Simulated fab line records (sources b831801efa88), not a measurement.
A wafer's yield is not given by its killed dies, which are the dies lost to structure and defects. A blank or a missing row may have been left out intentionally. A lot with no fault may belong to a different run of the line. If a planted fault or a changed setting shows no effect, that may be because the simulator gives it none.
Code-filled problem report in 8D (eight disciplines) form | flow gf180mcu | the parts of the form that need people (team, actions taken, sign-off) are left out

== 1. WHAT IS WRONG ==
GF_M2_CD_MEAS_14, cd nm: mean 193.4 nm on 3 wafers (1 lot); fault-free wafers 279.7 nm, standard deviation 1.1. Measured from the usual mean, that is -78 standard deviations.
The step: target cd 280 nm.
First seen on wafer L734.1, day 25 00:34, on cd sem-01. The record has a number at this step for 36 wafers belonging to 12 lots. Rule for "out", or "out of limits": more than 4 standard deviations from the usual mean. The other wafers with a number count as sound.

== 2. WHAT IT IS; WHAT IT IS NOT ==
question                    | is                     | is not
which readings at this step | cd nm                  | -
which lots                  | L734                   | L720, L722, L723, L724, L725, L727, L728, L737, L738, L739, L743
which wafers of those lots  | all that have a number | -
read on which gauges        | cd sem-01              | cd sem-02
when                        | from day 25 00:34      | up to then (21 sound wafers); but 12 sound wafers of L737, L738, L739, L743 came after

== 3. THE SUSPECTS, EACH WITH WHAT RULES IT OUT ==
Counting: a tool stays on the suspect list if, at a process step up to the reading, it processed all lots that are out and no sound lot following the first of them.
- the gauge at GF_M2_CD_MEAS_14 has been ruled out. All the wafers that are out were read on cd sem-01, but those of them that GF_M2_EXPOSE_11 has rows for are out there too, on other tools.
- pvd sputter-03 at GF_V1_SPUTTER_21 (material Ti, target thk 15 nm, time 80.02 s): kept. It ran the lot that is out, L734 (day 24 01:02), and no sound lot after that; its last sound lot up to then is L722 (day 18 17:32).
- krf scanner-01 at GF_M2_EXPOSE_11 (exposes mask Metal2, target cd 280 nm): ruled out as a lasting fault. Sound lots L743 ran on it after its first lot that is out, L734 (day 24 13:53).
Left after counting: pvd sputter-03 at GF_V1_SPUTTER_21.

== 4. THE CAUSE (what the simulator had put in) ==
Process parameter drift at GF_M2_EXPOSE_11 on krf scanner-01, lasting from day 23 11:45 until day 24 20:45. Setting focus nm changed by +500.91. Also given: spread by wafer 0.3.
The count ruled it out by mistake, since the rule takes a fault to strike every lot its tool runs from the start of the fault on, and this one did not do so.

== 5. THE EFFECT CHAIN, in route order ==
Each row: a reading whose mean over the struck wafers that have a number lies more than 3 standard deviations from the usual. Readings are gone through only where the record gives a usual standard deviation; hours: the median, over the lots, of the time from a lot's start at the first step in this table giving one to that lot's start at this step; sigmas: the change measured in usual standard deviations.
hours | step                    | reading              | usual    | on struck wafers | change | sigmas
0     | GF_M2_EXPOSE_11         | exposure dose mJ cm2 | 27.967   | 25.583           | -2.384 | -95
11    | GF_M2_CD_MEAS_14        | cd nm                | 279.7 nm | 193.4            | -86.3  | -78
216   | GF_PASSIVATION_PROBE_99 | defect limited yield | 90.3 %   | 0.0              | -90.3  | -69
216   | GF_PASSIVATION_PROBE_99 | killed_at_M0_to_M3   | 21       | 461              | +440   | +99 or more
216   | GF_PASSIVATION_PROBE_99 | killed dies          | 47       | 492              | +445   | +68
216   | GF_PASSIVATION_PROBE_99 | killed on rim        | 10       | 96               | +86    | +27
216   | GF_PASSIVATION_PROBE_99 | sort_bin_5_function  | 5.6 %    | 95.6             | +90.0  | +91
216   | GF_PASSIVATION_PROBE_99 | sort n pass          | 445      | 0                | -445   | -68
216   | GF_PASSIVATION_PROBE_99 | sort yield pct       | 90.3 %   | 0.0              | -90.3  | -69
Process steps it contains:
- GF_M2_EXPOSE_11: exposes mask Metal2, target cd 280 nm.
- GF_PASSIVATION_PROBE_99
Later measuring or inspecting steps at which every struck wafer that the step has a row for has a number for every such reading, and none has moved that far: GF_M2_OVL_MEAS_15.

== 6. HOW IT WOULD HAVE BEEN CAUGHT EARLIER ==
Counted from the fault's start at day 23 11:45, it took 37 hours until the first out-of-limits reading at a measuring or inspecting step in this record, taken at day 25 00:34.
Tool's own readings at GF_M2_EXPOSE_11, exposure dose mJ cm2: out on all struck wafers the step has rows for; an alarm limit on them would have tripped on the first.
